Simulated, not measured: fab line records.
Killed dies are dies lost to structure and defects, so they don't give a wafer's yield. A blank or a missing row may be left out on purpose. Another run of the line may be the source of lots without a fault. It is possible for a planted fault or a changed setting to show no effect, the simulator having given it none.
Which of the tools did it? -- flow sky130 -- Sampling: 10 lots, 30 wafers, 4 of 708 route steps

WHAT EACH GAUGE READ, for each wafer
SKY_SD_N_TW_MEAS_12.
lot,measured,on,SD_N_TW
L430,day 28 13:58,film_metro-02,3963 3940 3964
L431,day 29 17:02,film_metro-03,4029 4035 4040
L434,day 29 23:52,film_metro-03,4017 4028 4047
L435,day 32 17:58,film_metro-02,4017 4015 3995
L442,day 32 17:02,film_metro-02,4006 3999 4003
L438,day 32 20:57,film_metro-04,3819 3807 3826 3793 3831 3836
L445,day 33 02:44,film_metro-04,3801 3806 3821 3788 3794 3799
L447,day 34 02:23,film_metro-02,4028 4025 4014
L449,day 34 05:19,film_metro-04,4032 4038 4015
L452,day 35 05:36,film_metro-02,3955 3968 3972

WHAT TOOL EACH LOT RAN ON (gives the tool, then ch and the chambers of the sampled wafers, and finally the start)
lot,SKY_POLY_CUT_ETCH_10,SKY_SD_N_IMPLANT_09,SKY_SD_N_STRIP_11
L430,"rie_diel-03 ch 2,3, day 24 23:36","implanter-03 ch 0, day 28 13:34","plasma_asher-04 ch 0,1, day 28 13:52"
L431,"rie_diel-02 ch 0,1, day 26 02:06","implanter-03 ch 0, day 29 16:38","plasma_asher-03 ch 0,1, day 29 16:56"
L434,"rie_diel-04 ch 0,1, day 26 10:02","implanter-03 ch 0, day 29 23:29","plasma_asher-02 ch 0,1, day 29 23:46"
L435,"rie_diel-04 ch 1,2, day 29 07:08","implanter-02 ch 0, day 32 17:37","plasma_asher-04 ch 0,1, day 32 17:52"
L442,"rie_diel-03 ch 0,2, day 29 06:57","implanter-02 ch 0, day 32 16:38","plasma_asher-03 ch 0,1, day 32 16:56"
L438,"rie_diel-03 ch 0,1,2, day 29 08:41","implanter-02 ch 0, day 32 20:30","plasma_asher-03 ch 0,1, day 32 20:47"
L445,"rie_diel-04 ch 0,1,2, day 29 17:35","implanter-02 ch 0, day 33 02:21","plasma_asher-03 ch 0,1, day 33 02:38"
L447,"rie_diel-03 ch 0,1,3, day 30 17:53","implanter-03 ch 0, day 34 01:41","plasma_asher-02 ch 0,1, day 34 02:17"
L449,"rie_diel-04 ch 0,2,3, day 30 22:03","implanter-03 ch 0, day 34 04:56","plasma_asher-04 ch 0,1, day 34 05:13"
L452,"rie_diel-03 ch 0,3, day 31 21:50","implanter-04 ch 0, day 35 05:13","plasma_asher-03 ch 0,1, day 35 05:29"
- SKY_POLY_CUT_ETCH_10: etches BARC in N2/H2, stops on SiO2, time 45.9 s, target depth 60 nm.
- SKY_SD_N_IMPLANT_09
- SKY_SD_N_STRIP_11: strips in O2/N2.

THE ANSWER, worked out from the rows above alone
Rule: what is usual is taken from the lots themselves. The widest of any qualifying gaps counts: lots, ordered by their means at a reading, are off when they make up no more than a third of the lots, leave a main group of 4 or more, and stand apart from it by 3 or more times the standard deviation of that group's means. The tables above print the reading to a certain number of digits; a main group whose means all agree to those digits is not used. A lot without any number at a reading at which 4 lots or more have one is off too. All remaining lots with rows at the step are treated as sound.
Off: L438, L445, at SKY_SD_N_TW_MEAS_12 (SD_N_TW). The main group: mean 4006, standard deviation 28.
If a tool, at a process step before that reading, ran all the lots that are off and no sound lot after the first of them, it fits. Gauges at SKY_SD_N_TW_MEAS_12: tried the same way as those tools. One fits: SKY_SD_N_IMPLANT_09 on implanter-02. A fault onset in the window from L435 (day 32 17:37, its last sound lot) to L438 (day 32 20:30, its first lot off) fits.

WHAT HAD BEEN PUT IN BY THE SIMULATOR
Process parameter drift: implanter-02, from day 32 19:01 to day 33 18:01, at SKY_SD_N_IMPLANT_09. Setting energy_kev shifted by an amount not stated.
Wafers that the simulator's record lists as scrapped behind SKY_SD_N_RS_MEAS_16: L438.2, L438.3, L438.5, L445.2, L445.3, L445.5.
Shown lots that were struck: L438, L445. The rule above found the same.
